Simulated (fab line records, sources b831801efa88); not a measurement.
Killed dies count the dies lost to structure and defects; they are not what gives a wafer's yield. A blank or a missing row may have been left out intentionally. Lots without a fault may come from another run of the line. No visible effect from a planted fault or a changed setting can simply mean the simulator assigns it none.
A struck lot beside a sound one    flow gf180mcu    34 steps out of a route of 602
Sound: wafers L654.2, L654.3, L654.5. Wafers struck: L660.1, L660.3, L660.6. The cause is named last.
Order at every step that has rows: each side's tool, ch and its chambers, its first start. Under that, the readings that differ: sound wafers    struck wafers    difference of the means    sigmas: that difference in standard deviations of wafers without a fault.
alike: same words and numbers on both sides, and readings whose means sit less than 2 such deviations apart. not compared: any withheld reading, any reading some wafer has no value for, any bound like >300 that may hide the same value, and any number with overlapping values for which the record gives no deviation.
The two part at a step that has a row with sigmas, a row that says differs or no value, or rows on one side only. When numbers do not overlap yet have no deviation, they are printed without sigmas and do not part them. A reading missing from all wafers of one side parts the sides only when that side holds two or more wafers.

first, 1 step without rows for these wafers: GF_HV_LDD_IMPLANT_21.
GF_HV_LDD_STRIP_22: strips in O2/N2.
  sound on plasma-asher-03 ch 0,1, day 13 02:28; struck on plasma-asher-02 ch 0,1, day 15 05:34
reading                       sound              struck             difference  sigmas
strip-time-to-endpoint-s (s)  12.71 12.70 12.72  12.59 12.67 12.60  -0.09       -3
  alike: drypump-motor-current-A, heater-power-w, oes-product-au
  not compared: rf-hours-counter-h
GF_HV_LDD_TW_MEAS_23:
  sound: film-metro-04 at day 13 02:34; struck: film-metro-02 at day 15 05:40
  alike: HV_LDD_2_TW
then, 7 steps without rows for these wafers: GF_HV_LDD_DEHYDRATE_24 (time 60 s); GF_HV_LDD_HMDS_25 (prime time 60 s); GF_HV_LDD_COAT_26 (resist thk 1000 nm); GF_HV_LDD_SOFTBAKE_27 (time 60 s); GF_HV_LDD_EXPOSE_28 (exposes mask Nplus HV AREA, target cd 400 nm); GF_HV_LDD_PEB_29; GF_HV_LDD_DEVELOP_30 (develop time 60 s).
GF_HV_LDD_CD_MEAS_31: target cd 400 nm.
  sound: cd-sem-01 at day 13 22:34; struck: cd-sem-01 at day 16 03:15
reading     sound              struck             difference  sigmas
cd-nm (nm)  396.9 396.7 396.6  402.4 405.1 400.0  +5.8        +3
GF_HV_LDD_OVL_MEAS_32:
  sound: overlay-01 at day 13 22:41; struck: overlay-02 at day 16 03:22
  alike: HV_LDD_02_OVL
GF_HV_LDD_IMPLANT_33:
  struck on implanter-03, day 16 03:25; sound on implanter-04 ch 0, day 13 22:44
  no value came back on the struck wafers for beam-energy-keV, beam-on-s (s); on the sound wafers beam-energy-keV reads 60.007 60.004 60.007
then, 3 steps without rows for these wafers: GF_HV_LDD_IMPLANT_34; GF_HV_LDD_IMPLANT_35; GF_HV_LDD_IMPLANT_36.
GF_HV_LDD_STRIP_37: strips in O2/N2.
  sound on plasma-asher-03 ch 1, day 13 23:19; struck on plasma-asher-01 ch 0, day 16 04:01
  alike: drypump-motor-current-A, heater-power-w, oes-product-au, strip-time-to-endpoint-s
  not compared: rf-hours-counter-h
GF_HV_LDD_TW_MEAS_38:
  sound: film-metro-02 at day 13 23:25; struck: film-metro-04 at day 16 04:07
reading      sound           struck          difference  sigmas
HV_LDD_3_TW  1444 1441 1450  1327 1318 1321  -123        -13
then, 7 steps without rows for these wafers: GF_HV_LDD_DEHYDRATE_39 (time 60 s); GF_HV_LDD_HMDS_40 (prime time 60 s); GF_HV_LDD_COAT_41 (resist thk 1000 nm); GF_HV_LDD_SOFTBAKE_42 (time 60 s); GF_HV_LDD_EXPOSE_43 (exposes mask Pplus HV AREA, target cd 400 nm); GF_HV_LDD_PEB_44; GF_HV_LDD_DEVELOP_45 (develop time 60 s).
GF_HV_LDD_CD_MEAS_46: target cd 400 nm.
  sound: cd-sem-01 at day 14 19:52; struck: cd-sem-01 at day 17 02:21
  alike: cd-nm
GF_HV_LDD_OVL_MEAS_47:
  sound: overlay-01 at day 14 19:59; struck: overlay-02 at day 17 02:28
  alike: HV_LDD_03_OVL
then, 1 step without rows for these wafers: GF_HV_LDD_IMPLANT_48.
GF_HV_LDD_STRIP_49: strips in O2/N2.
  sound on plasma-asher-03 ch 0,1, day 14 20:10; struck on plasma-asher-02 ch 0,1, day 17 02:40
  alike: drypump-motor-current-A, heater-power-w, oes-product-au, strip-time-to-endpoint-s
  not compared: rf-hours-counter-h
GF_HV_LDD_TW_MEAS_50:
  sound: film-metro-03 at day 14 20:16; struck: film-metro-02 at day 17 02:46
  alike: HV_LDD_4_TW
then, 1 step without rows for these wafers: GF_HV_LDD_CLEAN_51 (cleans in SC1/SC2, time 150 s).
GF_HV_LDD_RTA_52: time 10 s.
  sound on rtp-anneal-01 ch 0, day 14 20:23; struck on rtp-anneal-01 ch 0, day 17 02:52
  alike: lamp-power-pct, wafer_temp_C_max
GF_HV_LDD_RS_MEAS_53: a four-point-probe measurement.
  sound: film-metro-02 at day 14 20:28; struck: film-metro-03 at day 17 02:56
reading             sound              struck             difference  sigmas
HV_LDD_RS (ohm/sq)  419.4 418.6 419.4  438.1 438.7 439.0  +19.5       +22
then, 1 step without rows for these wafers: GF_HV_LDD_CVD_54 (deposits SiO2 from TEOS, target thk 10 nm, time 75 s).

WHERE THEY PART
First at GF_HV_LDD_STRIP_22; last, within this record, at GF_HV_LDD_RS_MEAS_53.

WHY: the cause the simulator had injected
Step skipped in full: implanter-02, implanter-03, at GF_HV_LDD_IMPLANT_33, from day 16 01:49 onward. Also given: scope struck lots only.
